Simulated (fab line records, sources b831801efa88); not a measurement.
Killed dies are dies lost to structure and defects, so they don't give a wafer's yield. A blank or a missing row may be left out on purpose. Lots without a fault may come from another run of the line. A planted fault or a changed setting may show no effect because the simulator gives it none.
fab line records | flow sfq_line
record lots=14 wafers=42 last_day=90
route steps=325 shown L0V@23 I1@80 I5@235 I6@277
lots that met no fault: from a run of the same line without faults
start_h: hours from the record's first day to the start of the lot's first wafer shown | wait_h: hours since the lot's step before | " the same as in the row above | L1.1+2: a row that stands for several wafers | - no value, or no start given | * or withheld: withheld | < > ~ a bound
route shown NAME@n: a module of which the file shows steps, and the number in the route of the first | usual: mean/standard deviation of fault-free wafers | same: alike in all rows | chamber/n: place in a boat | sites: the reading at each site | _std_site: their standard deviation | _edge_site: outer sites' mean less inner sites' | radius_mm: how far each site lies from the wafer's centre | mask NAME#n: copy n | behind: the tool/chamber that last shaped the wafer | hold: why the lot was held/for how many hours/how that ended | device: the transistor (n, p or np) that didn't switch | end of line: the same wafers' tests at the end of the route | a step without rows: its recipe alone | killed: dies lost to structure and defects at the first sort, not the wafer's yield | map: a wafer's dies, x killed, . not, _ none there
set.NAME: the setting as run; set.NAME@STEP: as run at that earlier step | model.NAME: the simulator's own value behind a step, which no gauge read
steps of the route over a sample of lots; a table a step, a row a wafer
services: from which hour (start_h, from the record's first day; less than 0 if before it) a tool's chamber was out of use, for how many hours, and why
## steps
# step SFQ_L0V_OVL_MEAS_903
# usual L0V_OVL=1/6.4
# columns lot.wafer tool chamber start_h wait_h L0V_OVL[nm]
L214.2 overlay-01 - 170.68 0.1 0
L214.3 " - " " -3
L214.4 " - " " -2
L215.3 overlay-02 - 185.09 0.1 7
L215.4 " - " " 0
L215.6 " - " " 9
L216.1 overlay-01 - 191.07 0.1 9
L216.2 " - " " 8
L216.3 " - " " 10
L217.1 overlay-01 - 197.50 0.1 0
L217.5 " - " " -4
L217.6 " - " " 1
L222.2 overlay-02 - 223.05 0.1 0
L222.3 " - " " 1
L222.6 " - " " 4
L226.1 overlay-02 - 253.69 0.1 1
L226.2 " - " " 6
L226.5 " - " " -1
L227.2 overlay-01 - 259.70 0.1 4
L227.3 " - " " -2
L227.4 " - " " 6
L228.2 overlay-01 - 263.30 0.1 2
L228.5 " - " " -5
L228.6 " - " " -2
L229.1 overlay-01 - 272.89 0.1 -8
L229.4 " - " " -1
L229.5 " - " " 0
L230.4 overlay-02 - 281.31 0.1 1
L230.5 " - " " -2
L230.6 " - " " -1
L231.2 overlay-02 - 288.50 0.1 -2
L231.4 " - " " -2
L231.6 " - " " 4
L232.1 overlay-02 - 303.14 0.1 8
L232.4 " - " " 5
L232.6 " - " " 5
L233.1 overlay-02 - 315.49 0.1 5
L233.4 " - " " 8
L233.5 " - " " 7
L234.1 overlay-01 - 320.29 0.1 3
L234.4 " - " " -9
L234.6 " - " " -2
# step SFQ_TRILAYER_I1_VIA_LITHO_EXPOSE_050
# recipe mask_id=I1 na=0.6 source_shape=conventional sigma_outer=0.65 target_cd_nm=500 dose_mj=21.3
# usual exposure_dose_mJ_cm2=21.300/0.017
# columns lot.wafer tool chamber start_h wait_h mask exposure_dose_mJ_cm2
L214.2 krf_scanner-02 0 539.84 - I1#0 21.291
L214.3 " 0 " " I1#0 21.282
L214.4 " 0 " " I1#0 21.291
L215.3 krf_scanner-02 0 543.64 - I1#0 21.280
L215.4 " 0 " " I1#0 21.298
L215.6 " 0 " " I1#0 21.319
L216.1 krf_scanner-02 0 548.79 - I1#0 22.531
L216.2 " 0 " " I1#0 22.492
L216.3 " 0 " " I1#0 22.506
L217.1 krf_scanner-02 0 559.59 - I1#0 22.513
L217.5 " 0 " " I1#0 22.475
L217.6 " 0 " " I1#0 22.451
L222.2 krf_scanner-01 0 600.11 - I1#0 21.332
L222.3 " 0 " " I1#0 21.297
L222.6 " 0 " " I1#0 21.265
L226.1 krf_scanner-01 0 628.51 - I1#0 21.303
L226.2 " 0 " " I1#0 21.338
L226.5 " 0 " " I1#0 21.356
L227.2 krf_scanner-01 0 639.06 - I1#0 21.305
L227.3 " 0 " " I1#0 21.303
L227.4 " 0 " " I1#0 21.315
L228.2 krf_scanner-01 0 649.96 - I1#0 21.304
L228.5 " 0 " " I1#0 21.308
L228.6 " 0 " " I1#0 21.306
L229.1 krf_scanner-01 0 655.76 - I1#0 21.282
L229.4 " 0 " " I1#0 21.317
L229.5 " 0 " " I1#0 21.301
L230.4 krf_scanner-01 0 670.76 - I1#0 21.280
L230.5 " 0 " " I1#0 21.286
L230.6 " 0 " " I1#0 21.287
L231.2 krf_scanner-01 0 676.36 - I1#0 21.303
L231.4 " 0 " " I1#0 21.266
L231.6 " 0 " " I1#0 21.287
L232.1 krf_scanner-01 0 691.76 - I1#0 21.277
L232.4 " 0 " " I1#0 21.299
L232.6 " 0 " " I1#0 21.262
L233.1 krf_scanner-01 0 707.36 - I1#0 21.306
L233.4 " 0 " " I1#0 21.324
L233.5 " 0 " " I1#0 21.288
L234.1 krf_scanner-01 0 715.76 - I1#0 21.322
L234.4 " 0 " " I1#0 21.305
L234.6 " 0 " " I1#0 21.309
# step SFQ_I5_OVL_MEAS_936
# usual I5_OVL=-2/5.4
# columns lot.wafer tool chamber start_h wait_h I5_OVL[nm]
L214.2 overlay-01 - 1533.59 0.1 -2
L214.3 " - " " -5
L214.4 " - " " -3
L215.3 overlay-01 - 1568.04 0.1 -3
L215.4 " - " " -9
L215.6 " - " " 4
L216.1 overlay-02 - 1570.43 0.1 -2
L216.2 " - " " 4
L216.3 " - " " -2
L217.1 overlay-02 - 1571.63 0.1 -7
L217.5 " - " " -11
L217.6 " - " " -10
L222.2 overlay-02 - 1581.24 0.1 -10
L222.3 " - " " -6
L222.6 " - " " -9
L226.1 overlay-01 - 1594.43 0.1 -7
L226.2 " - " " -2
L226.5 " - " " -10
L227.2 overlay-02 - 1598.04 0.1 3
L227.3 " - " " -4
L227.4 " - " " -3
L228.2 overlay-02 - 1605.36 0.1 0
L228.5 " - " " -2
L228.6 " - " " 0
L229.1 overlay-01 - 1611.36 0.1 -4
L229.4 " - " " -1
L229.5 " - " " -1
L230.4 overlay-02 - 1617.37 0.1 12
L230.5 " - " " 5
L230.6 " - " " 6
L231.2 overlay-02 - 1623.36 0.1 -4
L231.4 " - " " -3
L231.6 " - " " -3
L232.1 overlay-01 - 1625.76 0.1 -9
L232.4 " - " " -7
L232.6 " - " " -8
L233.1 overlay-02 - 1629.36 0.1 -12
L233.4 " - " " -5
L233.5 " - " " -17
L234.1 overlay-02 - 1631.76 0.1 6
L234.4 " - " " 3
L234.6 " - " " -7
# step SFQ_TRILAYER_I6_VIA_BARC_OPEN_VIA_ETCH_235
# recipe mask_material=PR chemistry=O2 target_depth_nm=125 target=BARC source_w=500 bias_w=80 pressure_mtorr=30 time_s=41.7
# usual drypump_motor_current_A=5.7/0.38 oes_product_au=0.686/0.0046 rf_fwd_power_W=494.6/2.4
# columns lot.wafer tool chamber start_h wait_h drypump_motor_current_A oes_product_au rf_fwd_power_W rf_hours_counter_h
L214.2 rie_diel-04 1 1659.07 0.0 5.7 0.684 494.2 0
L214.3 " 2 " " 6.0 0.685 497.7 14
L214.4 " 3 " " 6.2 0.679 495.9 2
L215.3 rie_diel-04 0 1770.53 0.0 6.2 0.689 494.8 9
L215.4 " 3 " " 6.2 0.691 495.1 3
L215.6 " 0 " " 6.2 0.683 492.0 -
L216.1 rie_diel-03 3 1775.33 0.0 5.3 0.687 496.6 7
L216.2 " 1 " " 5.7 0.685 491.8 11
L216.3 " 2 " " 6.2 0.685 495.7 2
L217.1 rie_diel-04 0 1777.73 0.0 6.2 0.684 493.4 9
L217.5 " 1 " " 5.8 0.685 495.1 -
L217.6 " 2 " " 6.0 0.686 499.3 -
L222.2 rie_diel-03 1 1791.30 0.0 5.7 0.682 492.2 12
L222.3 " 2 " " 6.2 0.674 495.2 2
L222.6 " 3 " " 5.3 0.680 496.7 -
L226.1 rie_diel-02 3 1811.50 0.0 5.8 0.688 494.0 13
L226.2 " 0 " " 5.5 0.677 497.5 12
L226.5 " 1 " " 4.9 0.690 494.5 -
L227.2 rie_diel-03 0 1812.70 0.0 5.3 0.683 494.3 12
L227.3 " 3 " " 5.3 0.681 494.6 8
L227.4 " 1 " " 5.7 0.681 493.8 12
L228.2 rie_diel-02 3 1821.85 0.0 5.8 0.687 495.8 13
L228.5 " 0 " " 5.5 0.691 495.7 -
L228.6 " 1 " " 4.9 0.686 495.6 -
L229.1 rie_diel-02 0 1875.98 0.0 5.5 0.690 495.4 13
L229.4 " 3 " " 5.8 0.680 498.0 13
L229.5 " 2 " " 5.8 0.681 490.1 -
L230.4 rie_diel-02 2 1898.90 0.0 5.8 0.691 493.4 10
L230.5 " 0 " " 5.6 0.684 497.4 -
L230.6 " 3 " " 5.7 0.695 496.9 -
L231.2 rie_diel-04 0 1901.30 0.0 6.2 0.688 492.7 10
L231.4 " 3 " " 6.2 0.693 497.6 5
L231.6 " 1 " " 5.7 0.685 496.6 -
L232.1 rie_diel-03 0 1903.70 0.0 5.3 0.682 492.2 12
L232.4 " 1 " " 5.7 0.687 491.9 13
L232.6 " 1 " " 5.7 0.688 493.3 -
L233.1 rie_diel-04 0 1912.10 0.0 6.2 0.694 494.0 10
L233.4 " 3 " " 6.2 0.685 496.2 5
L233.5 " 0 " " 6.2 0.688 492.5 -
L234.1 rie_diel-03 3 1913.30 0.0 5.3 0.683 496.5 9
L234.4 " 2 " " 6.2 0.683 493.4 3
L234.6 " 0 " " 5.3 0.690 491.0 -
## services
# columns tool chamber start_h hours kind
krf_scanner-01 - 620.31 1.0 pm
krf_scanner-01 - 636.91 0.8 pm
krf_scanner-01 - 643.66 1.3 pm
krf_scanner-01 - 720.56 3.6 pm
krf_scanner-01 - 789.22 1.0 pm
krf_scanner-01 - 805.70 0.8 pm
krf_scanner-01 - 818.72 1.3 pm
krf_scanner-01 - 822.69 0.9 repair
krf_scanner-01 - 855.01 1.7 repair
krf_scanner-01 - 923.04 1.5 pm
krf_scanner-01 - 956.41 0.1 repair
krf_scanner-01 - 959.22 1.0 pm
krf_scanner-01 - 975.42 0.8 pm
krf_scanner-01 - 995.49 1.3 pm
krf_scanner-01 - 997.03 1.0 repair
krf_scanner-01 - 999.21 4.0 pm
krf_scanner-01 - 1060.64 4.4 pm
krf_scanner-01 - 1127.16 1.0 pm
krf_scanner-01 - 1136.56 7.2 pm
krf_scanner-01 - 1143.76 0.8 pm
krf_scanner-01 - 1171.71 1.3 pm
krf_scanner-01 - 1191.06 0.5 repair
krf_scanner-01 - 1296.63 1.0 pm
krf_scanner-01 - 1312.10 0.8 pm
## key
first_sign step=SFQ_TRILAYER_I1_VIA_LITHO_EXPOSE_050 reading=exposure_dose_mJ_cm2 direction=up sigmas=70 usual=21.300 struck=22.495
effect none on later readings
met_at SFQ_TRILAYER_I1_VIA_LITHO_EXPOSE_050
struck_lots L216,L217
not_acting_at SFQ_L0V_OVL_MEAS_903,SFQ_I5_OVL_MEAS_936,SFQ_TRILAYER_I6_VIA_BARC_OPEN_VIA_ETCH_235
onset_between 543.64 548.79
fault kind=process_parameter_drift tool=krf_scanner-02 chamber=- onset_h=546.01 steps=SFQ_TRILAYER_I1_VIA_LITHO_EXPOSE_050 channel=dose_mj offset=1.1972 shape=step acts_in=these_recipes_only stated=21.3
